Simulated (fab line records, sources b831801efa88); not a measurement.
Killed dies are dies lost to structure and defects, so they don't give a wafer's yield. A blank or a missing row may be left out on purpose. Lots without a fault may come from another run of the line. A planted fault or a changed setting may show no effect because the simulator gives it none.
Which tool did it? | flow sky130 | 14 lots, 39 wafers sampled, at 4 steps of a route of 708

WHAT THE GAUGES READ, wafer by wafer
SKY_PWDE_OVL_MEAS_07.
lot  | measured    | on         | PWDE_OVL (nm)
L327 | day 4 06:23 | overlay-02 | -0.5 0.2 0.2
L328 | day 4 12:14 | overlay-01 | -1.3 -1.0 -1.4
L329 | day 4 12:35 | overlay-02 | 0.0 -0.7 0.5
L330 | day 4 18:59 | overlay-02 | 2.6 1.0 2.0
L331 | day 4 22:47 | overlay-01 | 0.9 1.0 0.9
L332 | day 5 01:58 | overlay-01 | 0.9 0.1 1.2
L333 | day 5 06:47 | overlay-02 | -3.3 -3.1
L334 | day 5 12:47 | overlay-02 | 0.9 2.0 1.3
L336 | day 5 19:41 | overlay-02 | -1.5 -2.9 -2.5
L335 | day 5 20:32 | overlay-02 | -0.2 -1.6
L337 | day 6 03:35 | overlay-01 | 0.3 2.0 1.5
L344 | day 7 19:20 | overlay-02 | 0.4 0.3 -0.6
L347 | day 8 16:32 | overlay-02 | -1.1 -0.3 0.1
L350 | day 9 05:32 | overlay-01 | 2.1 0.8

SKY_SPACER_THK_MEAS_01.
lot  | measured     | on            | SPACER_CVD_00_THK (nm)
L327 | day 23 22:59 | film_metro-04 | 43.2 42.8 42.7
L328 | day 24 10:00 | film_metro-02 | 42.7 43.2 43.3
L329 | day 24 07:03 | film_metro-03 | 43.4 43.2 43.7
L330 | day 24 19:05 | film_metro-03 | 43.1 42.9 43.2
L331 | day 25 00:19 | film_metro-04 | 42.7 42.7 42.8
L332 | day 25 06:49 | film_metro-02 | 43.2 43.5 43.5
L333 | day 25 14:34 | film_metro-03 | 42.5 42.5
L334 | day 26 03:32 | film_metro-02 | 43.1 43.4 43.2
L336 | day 26 16:02 | film_metro-04 | 42.6 42.6 42.9
L335 | day 26 16:05 | film_metro-04 | 42.9 42.6
L337 | day 26 21:08 | film_metro-03 | 43.0 42.7 42.9
L344 | day 29 08:14 | film_metro-02 | 44.1 44.2 43.8
L347 | day 30 11:31 | film_metro-02 | 44.6 44.7 44.3
L350 | day 30 23:22 | film_metro-04 | 42.5 42.4

SKY_LOCAL_INTERCONNECT_RS_MEAS_01: measures by four-point-probe.
lot  | measured     | on            | LOCAL_INTERCONNECT_TIN_RS (ohm/sq)
L327 | day 30 00:47 | film_metro-01 | 14.29 14.19 14.02
L328 | day 30 13:37 | film_metro-03 | 14.09 14.09 14.08
L329 | day 30 09:06 | film_metro-01 | 13.97 13.76 13.85
L330 | day 30 19:20 | film_metro-01 | 13.96 13.89 13.93
L331 | day 31 02:24 | film_metro-03 | 14.00 13.98 14.31
L332 | day 31 05:47 | film_metro-04 | 14.26 14.20 14.17
L333 | day 31 12:21 | film_metro-04 | 13.84 13.91
L334 | day 32 04:26 | film_metro-04 | 14.13 14.21 14.16
L336 | day 32 12:10 | film_metro-04 | 13.92 14.18 14.13
L335 | day 32 12:46 | film_metro-03 | 14.08 14.08
L337 | day 32 19:25 | film_metro-04 | 13.82 13.76 13.91
L344 | day 35 03:01 | film_metro-04 | 14.17 14.23 14.44
L347 | day 36 05:33 | film_metro-01 | 13.87 13.99 14.13
L350 | day 36 15:51 | film_metro-03 | 13.99 13.96

WHICH TOOL RAN EACH LOT (tool, then ch and the chambers of the sampled wafers, then the start)
lot  | SKY_LI_CONTACT_SPUTTER_20
L327 | pvd_sputter-03, day 30 00:04
L328 | pvd_sputter-02, day 30 12:52
L329 | pvd_sputter-01, day 30 08:06
L330 | pvd_sputter-02, day 30 18:34
L331 | pvd_sputter-03, day 31 01:38
L332 | pvd_sputter-02, day 31 05:04
L333 | pvd_sputter-02, day 31 11:36
L334 | pvd_sputter-02, day 32 00:49
L336 | pvd_sputter-01, day 32 11:26
L335 | pvd_sputter-02, day 32 11:47
L337 | pvd_sputter-03, day 32 18:41
L344 | pvd_sputter-01, day 35 02:15
L347 | pvd_sputter-03, day 36 04:48
L350 | pvd_sputter-02, day 36 15:05
- SKY_LI_CONTACT_SPUTTER_20: material TiN, target thk 20 nm, time 80 s.

WHAT THE TOOLS THEMSELVES READ (means of the sampled wafers that have a number; where no wafer has one, the mark that the record gives instead)
SKY_LI_CONTACT_SPUTTER_20.
lot  | tool           | throttle_valve_pct (%)
L327 | pvd_sputter-03 | 29.6
L328 | pvd_sputter-02 | 29.7
L329 | pvd_sputter-01 | 30.4
L330 | pvd_sputter-02 | 29.3
L331 | pvd_sputter-03 | 30.0
L332 | pvd_sputter-02 | 29.5
L333 | pvd_sputter-02 | 29.4
L334 | pvd_sputter-02 | 29.6
L336 | pvd_sputter-01 | 30.3
L335 | pvd_sputter-02 | 29.4
L337 | pvd_sputter-03 | 30.0
L344 | pvd_sputter-01 | 30.4
L347 | pvd_sputter-03 | 28.8
L350 | pvd_sputter-02 | 29.5

THE ANSWER, worked out from the rows above alone
Rule: what is usual is taken from the lots themselves. Put in order of their means at a reading, lots are off if they are a third of the lots or fewer, leave a main group of 4 or more, and stand apart from it by a gap of 3 or more times the standard deviation of the main group's means; of several such gaps the widest counts. A main group whose means are all the same, to the digits that the tables above print for the reading, isn't used. A lot without any number at a reading at which 4 lots or more have one is off too. The other lots that the step has rows for count as sound. The gauges are gone through in route order, then the tools' own readings, and for those a lot's mean is taken as printed above. The first step at which some lot is off is used, and at that step the reading that is off furthest; a lot without a number counts as furthest.
No lot is off at any reading shown: from this, nothing can be told.

WHAT THE SIMULATOR HAD PUT IN
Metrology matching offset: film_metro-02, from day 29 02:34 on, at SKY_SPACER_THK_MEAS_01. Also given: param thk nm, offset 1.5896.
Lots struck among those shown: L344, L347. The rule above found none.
